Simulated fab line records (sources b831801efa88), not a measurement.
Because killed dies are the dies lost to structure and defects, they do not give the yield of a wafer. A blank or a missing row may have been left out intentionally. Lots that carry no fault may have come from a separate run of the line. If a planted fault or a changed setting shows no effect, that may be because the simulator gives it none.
Matching of chambers	flow gf180mcu	GF_V5_ETCH_16 on rie-diel-04 has 4 sister chambers
The step etches BARC in N2/H2. 14 wafers are shown with their chamber, then 7 later ones without.

## EACH WAFER AND ITS CHAMBER
wafer	chamber	drypump-motor-current-A (A)	throttle-valve-pct (%)	oes-product-au (a.u.)
L076.4	3	6.3	13.348	0.852
L076.5	1	5.3	13.351	0.853
L076.6	0	6.0	13.350	0.846
L081.2	0	6.0	13.346	0.857
L081.3	3	6.3	13.360	0.853
L081.4	1	5.3	13.339	0.858
L087.1	1	5.2	13.346	0.845
L087.2	0	5.9	13.351	0.861
L087.6	2	6.3	13.361	0.853
L090.2	3	6.3	13.357	0.857
L090.3	2	6.3	13.336	0.853
L090.4	1	5.3	13.348	0.854
L092.1	1	5.3	13.341	0.847
L092.3	0	6.0	13.335	0.855

SIGNATURES (averages over the wafers above)
reading	chamber 0	chamber 1	chamber 2	chamber 3	scatter within a chamber
drypump-motor-current-A	5.975	5.280	6.300	6.300	0.0394
throttle-valve-pct	13.34550	13.34500	13.34850	13.35500	0.00806
oes-product-au	0.85475	0.85140	0.85300	0.85400	0.00498
Rule: for each reading, subtract the chamber's mean from the wafer's reading, divide by that reading's scatter and square the result; add these up over the readings and take the root, which gives the wafer's distance from the chamber. The wafer belongs to the nearest chamber; if the next one is less than 2 further off, it can't be placed. The scatter: the root of (the sum of the squares of (reading less its chamber's mean) over the shown wafers, divided by (wafers less chambers)).

## WAFERS MISSING THEIR CHAMBER
wafer	drypump-motor-current-A (A)	throttle-valve-pct (%)	oes-product-au (a.u.)
L092.6	5.3	13.347	0.848
L093.2	5.2	13.352	0.850
L093.5	6.3	13.347	0.857
L093.6	6.2	13.366	0.847
L096.3	6.3	13.340	0.850
L096.4	5.2	13.341	0.851
L096.5	6.3	13.340	0.858

## EACH ONE'S CHAMBER
wafer	from the rows above	in truth
L092.6	1	1
L093.2	1	1
L093.5	can't be placed: 2 or 3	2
L093.6	can't be placed: 3 or 2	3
L096.3	can't be placed: 2 or 3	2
L096.4	1	1
L096.5	can't be placed: 2 or 3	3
Correctly placed: 3 of 7. Cannot be placed on the basis of these rows: 4; the candidates contain the true chamber in 4. Placed wrongly: 0.
